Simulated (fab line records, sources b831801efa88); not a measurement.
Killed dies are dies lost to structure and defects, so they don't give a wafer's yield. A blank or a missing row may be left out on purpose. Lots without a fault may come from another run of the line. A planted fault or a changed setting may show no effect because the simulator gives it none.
One fault seen from 2 desks | flow sky130 | each desk has only its own numbers; what lay behind them comes last

THE TOOL OWNER'S DESK: pvd_sputter-04
The tool's own readings at SKY_METAL4_SPUTTER_00 (material Ti, target thk 15 nm, time 10 s): means of the sampled wafers that have a number, for each lot that ran on this tool. A lot is out of limits, marked OUT, if its mean lies more than 4 standard deviations from the usual mean; the brackets give that distance.
Columns: A = chamber_pressure_pa at SKY_METAL4_SPUTTER_00, usual 0.4000 Pa; B = throttle_valve_pct at SKY_METAL4_SPUTTER_00, usual 29.9 %
lot  | first seen here | A                | B
L167 | day 40 02:43    | 0.4011           | 29.1
L169 | day 40 23:22    | 0.4001           | 31.1
L173 | day 42 11:42    | 0.3996           | 28.8
L176 | day 43 09:51    | 0.3840 (-19) OUT | 30.4
L177 | day 43 16:28    | 0.3694 (-36) OUT | 30.0
L178 | day 44 03:41    | 0.3852 (-17) OUT | 30.3
This desk's finding: out of limits on L176, L177, L178; first on L176, day 43 09:51 (chamber_pressure_pa at SKY_METAL4_SPUTTER_00). In limits: L167, L169, L173.

THE METROLOGY DESK
What the gauges read, lot by lot, whatever tool the lot ran on: means of the sampled wafers that have a number. A lot is out of limits, marked OUT, if its mean lies more than 4 standard deviations from the usual mean; the brackets give that distance.
Columns: A = CAP2M_TIN_THK at SKY_CAP2M_THK_MEAS_04, usual 195.6 nm
lot  | first seen here | A
L165 | day 39 17:15    | 197.6
L167 | day 40 03:11    | 193.4
L166 | day 40 06:21    | 200.1
L169 | day 40 23:53    | 194.4
L173 | day 42 12:10    | 194.0
L176 | day 43 10:20    | 196.7
L177 | day 43 16:57    | 195.3
L178 | day 44 04:10    | 198.4
L186 | day 45 17:33    | 189.0
L187 | day 45 23:08    | 197.8
L188 | day 46 00:58    | 196.8
This desk's finding: nothing out of limits on any of the 11 lots.

PUT TOGETHER
The tool owner's desk could have raised an alarm at day 43 09:51, on L176, L177, L178.
The metrology desk saw nothing out of limits.
The metrology desk has L176, L177, L178 on record, within its limits.
Of the lots named, all ran SKY_METAL4_SPUTTER_00 on pvd_sputter-04.

WHAT THE SIMULATOR HAD PUT IN
Process parameter drift: pvd_sputter-04, from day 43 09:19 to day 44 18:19, at SKY_METAL4_SPUTTER_00. Setting chamber_pressure_pa, moved by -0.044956, from 0.4. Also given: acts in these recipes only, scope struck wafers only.
Lots struck among those shown: L176, L177, L178.
Hours from the fault's start to each desk's first reading out of limits: the tool owner's desk, 1.
